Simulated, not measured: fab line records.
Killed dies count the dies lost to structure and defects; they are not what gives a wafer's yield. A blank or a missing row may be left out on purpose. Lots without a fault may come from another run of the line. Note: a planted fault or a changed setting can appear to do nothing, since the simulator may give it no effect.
One fault seen from 2 desks | flow gf180mcu | numbers are kept per desk, each desk with only its own; the story behind them comes last

METROLOGY DESK
What the gauges read, lot by lot, whatever tool the lot ran on: means of the sampled wafers that have a number. Any lot whose mean is over 4 standard deviations away from the usual mean is out of limits and marked OUT; that distance is given in the brackets.
Columns: A = V5_CVD_00_THK at GF_V5_THK_MEAS_01, usual 300 nm; B = V5_W_RS at GF_V5_RS_MEAS_24, usual 0.3289 ohm/sq
lot  | first seen here | A   | B
L717 | day 26 10:51    | 304 | 0.3272
L718 | day 26 21:34    | 298 | 0.3253
L719 | day 27 03:40    | 301 | 0.3290
L720 | day 27 12:55    | 303 | 0.3313
L722 | day 28 03:32    | 298 | 0.3290
L723 | day 28 18:46    | 299 | 0.3297
L729 | day 30 07:13    | 301 | 0.3339
L731 | day 30 19:31    | 300 | 0.3337
L732 | day 30 23:34    | 303 | 0.3344
L733 | day 31 02:11    | 300 | 0.3256
L735 | day 31 19:42    | 294 | 0.3269
L737 | day 32 07:32    | 296 | 0.3297
This desk's verdict: no lot among the 12 shows anything out of limits.

FOR THE TOOL OWNER'S DESK: litho_track-03
The tool's own readings at GF_PASSIVATION_COAT_06 (resist thk 4000 nm): means of the sampled wafers that have a number, for each lot that ran on this tool. Any lot whose mean is over 4 standard deviations away from the usual mean is out of limits and marked OUT; that distance is given in the brackets.
Columns: A = spin_speed_rpm at GF_PASSIVATION_COAT_06, usual 1999.7 rpm
lot  | first seen here | A
L720 | day 29 17:14    | 1998.4
L723 | day 30 20:23    | 2000.8
L729 | day 32 07:06    | 1998.9
L731 | day 32 17:05    | 1998.6
This desk's verdict: no lot among the 4 shows anything out of limits.

BROUGHT TOGETHER
From the metrology desk's view, nothing was out of limits.
Nothing out of limits was seen by the tool owner's desk.

WHAT THE SIMULATOR HAD INSERTED
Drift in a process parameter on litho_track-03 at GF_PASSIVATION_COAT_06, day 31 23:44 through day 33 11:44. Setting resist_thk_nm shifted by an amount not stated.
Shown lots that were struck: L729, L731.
